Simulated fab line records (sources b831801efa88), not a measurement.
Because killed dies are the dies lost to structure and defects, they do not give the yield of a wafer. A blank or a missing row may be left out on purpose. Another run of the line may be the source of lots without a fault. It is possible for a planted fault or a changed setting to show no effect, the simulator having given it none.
Which tool is to blame? || flow sky130 || 7 lots with 21 wafers sampled at 4 steps, on a route of 708 steps

== WHAT THE GAUGES READ, wafer by wafer ==
SKY_VIA3_BOW_MEAS_03.
{"lot": "L567", "measured": "day 40 11:20", "on": "film-metro-03", "VIA3_BOW (um)": "97 87 79"}
{"lot": "L570", "measured": "day 41 13:10", "on": "film-metro-02", "VIA3_BOW (um)": "79 83 94"}
{"lot": "L573", "measured": "day 42 14:52", "on": "film-metro-02", "VIA3_BOW (um)": "86 72 76"}
{"lot": "L577", "measured": "day 43 08:59", "on": "film-metro-04", "VIA3_BOW (um)": "149 150 149"}
{"lot": "L582", "measured": "day 44 13:31", "on": "film-metro-03", "VIA3_BOW (um)": "77 79 80"}
{"lot": "L583", "measured": "day 45 10:02", "on": "film-metro-04", "VIA3_BOW (um)": "73 81 93"}
{"lot": "L586", "measured": "day 45 13:28", "on": "film-metro-03", "VIA3_BOW (um)": "69 85 76"}

== EACH LOT AND THE TOOL THAT RAN IT (in order: tool; ch and the chambers of the sampled wafers; start) ==
{"lot": "L567", "SKY_METAL3_SPUTTER_03": "pvd-sputter-04, day 38 05:23", "SKY_CAPM_STRIP_14": "plasma-asher-04 ch 0, day 39 07:20", "SKY_VIA3_CMP_02": "cmp-01 ch 2,3, day 40 11:04"}
{"lot": "L570", "SKY_METAL3_SPUTTER_03": "pvd-sputter-03, day 39 09:42", "SKY_CAPM_STRIP_14": "plasma-asher-03 ch 0,1, day 40 10:26", "SKY_VIA3_CMP_02": "cmp-02 ch 0,2,3, day 41 12:52"}
{"lot": "L573", "SKY_METAL3_SPUTTER_03": "pvd-sputter-04, day 40 13:22", "SKY_CAPM_STRIP_14": "plasma-asher-03 ch 1, day 41 13:09", "SKY_VIA3_CMP_02": "cmp-02 ch 0,2, day 42 14:33"}
{"lot": "L577", "SKY_METAL3_SPUTTER_03": "pvd-sputter-03, day 41 07:03", "SKY_CAPM_STRIP_14": "plasma-asher-04 ch 0, day 42 07:08", "SKY_VIA3_CMP_02": "cmp-02 ch 0,3, day 43 08:41"}
{"lot": "L582", "SKY_METAL3_SPUTTER_03": "pvd-sputter-02, day 42 12:55", "SKY_CAPM_STRIP_14": "plasma-asher-03 ch 0,1, day 43 12:40", "SKY_VIA3_CMP_02": "cmp-01 ch 1,2, day 44 13:10"}
{"lot": "L583", "SKY_METAL3_SPUTTER_03": "pvd-sputter-03, day 43 11:26", "SKY_CAPM_STRIP_14": "plasma-asher-04 ch 0,1, day 44 10:01", "SKY_VIA3_CMP_02": "cmp-02 ch 0,1,2, day 45 09:45"}
{"lot": "L586", "SKY_METAL3_SPUTTER_03": "pvd-sputter-04, day 43 14:33", "SKY_CAPM_STRIP_14": "plasma-asher-04 ch 0,1, day 44 13:17", "SKY_VIA3_CMP_02": "cmp-01 ch 0,1, day 45 13:10"}
- SKY_METAL3_SPUTTER_03: material Ti, target thk 5 nm, time 3.3 s.
- SKY_CAPM_STRIP_14: strips in O2/N2.
- SKY_VIA3_CMP_02: polishes SiO2.

== THE ANSWER, worked out from the rows above alone ==
Rule: the usual values come from the lots themselves. Put in order of their means at a reading, lots are off if they are a third of the lots or fewer, leave a main group of 4 or more, and stand apart from it by a gap of 3 or more times the standard deviation of the main group's means; of several such gaps the widest counts. A main group whose means are all the same, to the digits that the tables above print for the reading, isn't used. Also off: a lot with no number at a reading for which 4 or more lots have one. Where the step has rows for the other lots, those lots are counted as sound.
Off: at SKY_VIA3_BOW_MEAS_03 (VIA3_BOW), L577. The main group: mean 81 um, standard deviation 4.
If a tool, at a process step before that reading, ran all the lots that are off and no sound lot after the first of them, it fits. Gauges at SKY_VIA3_BOW_MEAS_03: tried the same way as those tools. None of those tried fits.

== WHAT THE SIMULATOR PUT IN ==
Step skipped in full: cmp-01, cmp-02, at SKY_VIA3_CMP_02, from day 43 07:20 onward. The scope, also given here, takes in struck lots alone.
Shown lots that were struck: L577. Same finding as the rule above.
